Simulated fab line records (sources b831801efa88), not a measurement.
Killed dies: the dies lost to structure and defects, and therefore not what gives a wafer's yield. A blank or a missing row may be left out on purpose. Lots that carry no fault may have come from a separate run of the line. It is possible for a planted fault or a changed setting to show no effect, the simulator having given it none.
Which tool was responsible? | flow gf180mcu | Sampling: 14 lots, 42 wafers, 4 of 602 route steps

WHAT EACH GAUGE READ, for each wafer
GF_STI_THK_MEAS_02. Usual: STI_OXIDATION_THK 10.10 nm, standard deviation 0.2.
lot  | measured    | on           | STI_OXIDATION_THK (nm) | flag
L948 | day 1 17:54 | filmMetro-02 | 10.00 9.95 9.94        | 
L949 | day 1 21:31 | filmMetro-01 | 10.17 10.11 10.02      | 
L950 | day 2 02:31 | filmMetro-03 | 10.30 10.46 10.38      | 
L951 | day 2 07:38 | filmMetro-03 | 10.11 10.12 10.12      | 
L954 | day 2 22:52 | filmMetro-01 | 10.46 10.37 10.30      | 
L955 | day 3 03:40 | filmMetro-03 | 10.48 10.40 10.41      | 
L957 | day 3 13:31 | filmMetro-02 | 9.96 9.98 10.10        | 
L961 | day 4 09:52 | filmMetro-02 | 9.98 9.88 9.94         | 
L964 | day 5 00:31 | filmMetro-02 | 9.83 9.69 9.83         | 
L965 | day 5 06:29 | filmMetro-03 | 10.31 10.26 10.30      | 
L966 | day 5 10:47 | filmMetro-03 | 10.00 9.96 10.14       | 
L967 | day 5 15:31 | filmMetro-01 | 9.95 9.95 9.88         | 
L968 | day 5 20:32 | filmMetro-02 | 9.97 10.00 9.89        | 
L969 | day 6 02:17 | filmMetro-03 | 9.91 10.01 10.02       | 

GF_MVPSD_OVL_MEAS_07. Usual: MVPSD_OVL 1.2 nm, standard deviation 1.3.
lot  | measured     | on         | MVPSD_OVL (nm) | flag
L948 | day 5 08:34  | overlay-01 | 3.4 1.9 2.6    | 
L949 | day 5 11:42  | overlay-01 | 1.2 0.7 0.7    | 
L950 | day 5 17:49  | overlay-02 | 0.9 1.1 1.4    | 
L951 | day 5 23:19  | overlay-02 | 3.0 2.8 3.6    | 
L954 | day 6 18:57  | overlay-02 | 1.1 0.9 1.6    | 
L955 | day 7 00:22  | overlay-01 | 1.1 -0.6 0.9   | 
L957 | day 7 12:37  | overlay-01 | 3.2 2.1 1.4    | 
L961 | day 8 14:09  | overlay-02 | 0.5 1.0 -1.3   | 
L964 | day 9 05:18  | overlay-02 | 3.1 3.2 3.6    | 
L965 | day 9 12:17  | overlay-02 | 0.4 0.0 0.4    | 
L966 | day 9 16:25  | overlay-01 | 1.6 1.4 1.2    | 
L967 | day 10 00:12 | overlay-01 | 0.2 0.4 -0.5   | 
L968 | day 10 05:35 | overlay-02 | 1.8 0.7 0.3    | 
L969 | day 10 10:42 | overlay-02 | 1.2 1.6 0.4    | 

GF_VT_IMPLANT_RS_MEAS_47: the measuring method here is four-point-probe. Usual: NWELL_RS 488.0 ohm/sq, standard deviation 1.4.
lot  | measured     | on           | NWELL_RS (ohm/sq) | flag
L948 | day 7 23:25  | filmMetro-03 | 487.6 488.3 488.1 | 
L949 | day 8 02:17  | filmMetro-03 | 487.3 488.0 487.8 | 
L950 | day 8 08:08  | filmMetro-02 | 486.5 487.7 485.7 | 
L951 | day 8 16:01  | filmMetro-02 | 485.5 487.1 485.4 | 
L954 | day 9 12:43  | filmMetro-02 | 485.5 487.5 486.7 | 
L955 | day 9 19:14  | filmMetro-03 | 488.9 488.9 489.6 | 
L957 | day 10 10:23 | filmMetro-04 | 489.1 488.8 489.4 | 
L961 | day 11 14:37 | filmMetro-03 | 487.9 489.4 489.0 | 
L964 | day 12 07:19 | filmMetro-03 | 490.3 490.0 489.3 | 
L965 | day 12 15:44 | filmMetro-04 | 486.5 485.7 487.1 | 
L966 | day 12 20:37 | filmMetro-04 | 487.8 487.2 487.3 | 
L967 | day 13 04:55 | filmMetro-04 | 488.9 488.0 488.3 | 
L968 | day 13 12:13 | filmMetro-03 | 488.0 488.1 489.0 | 
L969 | day 13 17:40 | filmMetro-04 | 487.1 488.2 486.8 | 

WHAT TOOL EACH LOT RAN ON (gives the tool, then ch and the chambers of the sampled wafers, and finally the start)
lot  | GF_LVPWELL_IMPLANT_09
L948 | implanter-04 ch 0, day 4 04:38
L949 | implanter-01 ch 0, day 4 07:35
L950 | implanter-02 ch 0, day 4 13:07
L951 | implanter-04 ch 0, day 4 18:26
L954 | implanter-04 ch 0, day 5 12:32
L955 | implanter-02 ch 0, day 5 17:26
L957 | implanter-01 ch 0, day 6 04:55
L961 | implanter-01 ch 0, day 7 05:28
L964 | implanter-01 ch 0, day 7 19:32
L965 | implanter-02 ch 0, day 8 03:04
L966 | implanter-04 ch 0, day 8 07:01
L967 | implanter-04 ch 0, day 8 13:38
L968 | implanter-02 ch 0, day 8 18:41
L969 | implanter-02 ch 0, day 9 00:10
- GF_LVPWELL_IMPLANT_09

WHAT THE TOOLS THEMSELVES READ (means of the sampled wafers that have a number; where no wafer has one, the mark that the record gives instead)
GF_LVPWELL_IMPLANT_09. Usual: beamEnergyKeV reads 59.999 (standard deviation 0.02).
lot  | tool         | beamEnergyKeV | flag
L948 | implanter-04 | 60.015        | 
L949 | implanter-01 | 59.973        | 
L950 | implanter-02 | 59.980        | 
L951 | implanter-04 | 59.974        | 
L954 | implanter-04 | 60.006        | 
L955 | implanter-02 | 60.004        | 
L957 | implanter-01 | 60.003        | 
L961 | implanter-01 | 55.775        | OFF
L964 | implanter-01 | 55.788        | OFF
L965 | implanter-02 | 60.011        | 
L966 | implanter-04 | 60.002        | 
L967 | implanter-04 | 60.002        | 
L968 | implanter-02 | 59.986        | 
L969 | implanter-02 | 59.979        | 

THE ANSWER, worked out from the rows above alone
Rule: a lot counts as off when the mean over its wafers that have a number is more than 3 standard deviations away from the usual mean. A lot without any number at a reading at which 4 lots or more have one is off too. Where the step has rows for the other lots, those lots are counted as sound. After the gauges, taken in route order, come the tools' own readings; for these a lot's mean is taken, as printed above. The first step at which some lot is off is used, and at that step the reading that is off furthest; a lot without a number counts as furthest.
Off: L961, L964, at GF_LVPWELL_IMPLANT_09 (beamEnergyKeV).
If a tool, at that step or one of the process steps before it, ran each lot that is off and ran no sound lot following the first of them, it fits. One fits: implanter-01 at GF_LVPWELL_IMPLANT_09. A fault onset in the window from L957 (day 6 04:55, its last sound lot) to L961 (day 7 05:28, its first lot off) fits.
On the lots that are off, the tool's own readings at GF_LVPWELL_IMPLANT_09 differ by more than 5 times the standard deviation of the sound lots' means, which bears it out; beamEnergyKeV reads 55.781 there versus 59.995 on the sound lots.

WHAT WAS PUT IN BY THE SIMULATOR
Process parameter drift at GF_LVPWELL_IMPLANT_09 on implanter-01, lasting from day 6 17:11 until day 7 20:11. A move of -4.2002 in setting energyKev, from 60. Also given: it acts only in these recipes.
Struck lots among those shown: L961, L964. The rule above found the same.
